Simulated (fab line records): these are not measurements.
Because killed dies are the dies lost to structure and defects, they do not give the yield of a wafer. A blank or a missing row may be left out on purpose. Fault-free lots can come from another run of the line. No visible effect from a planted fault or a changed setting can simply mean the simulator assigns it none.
A single fault, viewed from 2 desks || flow gf180mcu || only its own numbers are on each desk; what lay behind them is given at the end

== THE METROLOGY DESK ==
Lot by lot, what the gauges showed, no matter which tool ran the lot: averages of those sampled wafers that carry a number. Any lot whose mean is over 4 standard deviations away from the usual mean is out of limits and marked OUT; that distance is given in the brackets.
Columns: A = MIM_ALCU_THK at GF_MIM_THK_MEAS_11, usual 199.6 nm; B = cd-nm at GF_M5_CD_MEAS_07, usual 279.8 nm; C = TOP_METAL_OVL at GF_TOP_METAL_OVL_MEAS_15, usual 0.1 nm
{"lot": "L412", "first seen here": "day 24 10:19", "A": 199.3, "B": 279.5, "C": -2.0}
{"lot": "L413", "first seen here": "day 25 01:41", "A": 196.7, "B": 278.9, "C": 2.3}
{"lot": "L414", "first seen here": "day 26 01:03", "A": 199.1, "B": 280.2, "C": -1.8}
{"lot": "L415", "first seen here": "day 26 01:53", "A": 199.1, "B": 281.4, "C": 1.1}
{"lot": "L416", "first seen here": "day 26 03:56", "A": 200.0, "B": 280.4, "C": 0.7}
{"lot": "L423", "first seen here": "day 28 16:37", "A": 199.3, "B": 278.8, "C": -0.5}
{"lot": "L424", "first seen here": "day 28 18:24", "A": 200.1, "B": 280.3, "C": -0.3}
{"lot": "L426", "first seen here": "day 29 09:42", "A": 201.1, "B": 279.6, "C": -1.6}
{"lot": "L427", "first seen here": "day 29 18:38", "A": 194.1, "B": 280.0, "C": 0.2}
{"lot": "L428", "first seen here": "day 30 05:23", "A": 202.6, "B": 279.8, "C": -0.8}
{"lot": "L431", "first seen here": "day 31 08:19", "A": 202.0, "B": 281.0, "C": 1.8}
{"lot": "L434", "first seen here": "day 31 09:25", "A": 196.4, "B": 279.4, "C": 0.6}
{"lot": "L430", "first seen here": "day 31 10:22", "A": 203.4, "B": 281.2, "C": 0.7}
{"lot": "L435", "first seen here": "day 32 01:31", "A": 203.1, "B": 279.6, "C": 0.4}
Finding of this desk: none of the 14 lots has anything out of limits.

== DESK OF THE TOOL OWNER: pvd-sputter-03 ==
The tool's own readings at GF_V2_SPUTTER_22 (material TiN, target thk 10 nm, time 40 s): means of the sampled wafers that have a number, for each lot that ran on this tool. Any lot whose mean is over 4 standard deviations away from the usual mean is out of limits and marked OUT; that distance is given in the brackets.
Columns: A = throttle-valve-pct at GF_V2_SPUTTER_22, usual 29.6 %
{"lot": "L413", "first seen here": "day 20 18:10", "A": 29.7}
{"lot": "L423", "first seen here": "day 24 19:41", "A": 29.4}
{"lot": "L424", "first seen here": "day 24 21:27", "A": 29.7}
{"lot": "L435", "first seen here": "day 28 15:11", "A": 29.7}
Finding of this desk: none of the 4 lots has anything out of limits.

== PUT TOGETHER ==
Nothing out of limits was seen by the metrology desk.
Nothing out of limits was seen by the tool owner's desk.

== WHAT THE SIMULATOR HAD INSERTED ==
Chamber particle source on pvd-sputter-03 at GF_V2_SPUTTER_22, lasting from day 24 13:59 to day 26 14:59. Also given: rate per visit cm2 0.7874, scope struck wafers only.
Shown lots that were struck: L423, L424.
